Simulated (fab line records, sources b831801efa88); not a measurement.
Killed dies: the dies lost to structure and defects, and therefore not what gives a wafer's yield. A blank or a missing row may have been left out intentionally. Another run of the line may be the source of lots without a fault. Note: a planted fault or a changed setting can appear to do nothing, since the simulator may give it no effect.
What tool caused it? || flow gf180mcu || 6 lots with 18 wafers sampled at 3 steps, on a route of 602 steps

## WHAT EACH GAUGE READ, for each wafer
GF_V4_THK_MEAS_03.
{"lot": "L427", "measured": "day 23 22:29", "on": "film-metro-01", "V4_CVD_02_THK (nm)": "840 836 853"}
{"lot": "L431", "measured": "day 25 07:07", "on": "film-metro-02", "V4_CVD_02_THK (nm)": "851 853 858"}
{"lot": "L434", "measured": "day 26 08:41", "on": "film-metro-01", "V4_CVD_02_THK (nm)": "854 857 862"}
{"lot": "L437", "measured": "day 27 09:52", "on": "film-metro-04", "V4_CVD_02_THK (nm)": "843 837 851"}
{"lot": "L446", "measured": "day 30 04:32", "on": "film-metro-02", "V4_CVD_02_THK (nm)": "838 844 847"}
{"lot": "L447", "measured": "day 30 06:54", "on": "film-metro-04", "V4_CVD_02_THK (nm)": "850 858 862"}

## EACH LOT AND THE TOOL THAT RAN IT (in order: tool; ch and the chambers of the sampled wafers; start)
{"lot": "L427", "GF_V1_SPUTTER_21": "pvd-sputter-01, day 18 15:47", "GF_V3_SPUTTER_22": "pvd-sputter-03, day 22 22:02"}
{"lot": "L431", "GF_V1_SPUTTER_21": "pvd-sputter-02, day 20 03:07", "GF_V3_SPUTTER_22": "pvd-sputter-03, day 24 07:06"}
{"lot": "L434", "GF_V1_SPUTTER_21": "pvd-sputter-02, day 21 08:08", "GF_V3_SPUTTER_22": "pvd-sputter-03, day 25 09:28"}
{"lot": "L437", "GF_V1_SPUTTER_21": "pvd-sputter-02, day 22 12:17", "GF_V3_SPUTTER_22": "pvd-sputter-03, day 26 10:44"}
{"lot": "L446", "GF_V1_SPUTTER_21": "pvd-sputter-02, day 25 16:25", "GF_V3_SPUTTER_22": "pvd-sputter-03, day 29 07:57"}
{"lot": "L447", "GF_V1_SPUTTER_21": "pvd-sputter-02, day 25 19:11", "GF_V3_SPUTTER_22": "pvd-sputter-02, day 29 10:36"}
- GF_V1_SPUTTER_21: material Ti, target thk 15 nm, time 80.02 s.
- GF_V3_SPUTTER_22: material TiN, target thk 10 nm, time 40 s.

## THE ANSWER, worked out from the rows above alone
Rule: the lots themselves supply what counts as usual. The widest of any qualifying gaps counts: lots, ordered by their means at a reading, are off when they make up no more than a third of the lots, leave a main group of 4 or more, and stand apart from it by 3 or more times the standard deviation of that group's means. Not used: any main group whose means are identical at the precision the tables above print for the reading. Also off: a lot with no number at a reading for which 4 or more lots have one. All remaining lots with rows at the step are treated as sound.
Nothing can be told from this: no lot is off at any reading shown.

## WHAT THE SIMULATOR HAD PUT IN
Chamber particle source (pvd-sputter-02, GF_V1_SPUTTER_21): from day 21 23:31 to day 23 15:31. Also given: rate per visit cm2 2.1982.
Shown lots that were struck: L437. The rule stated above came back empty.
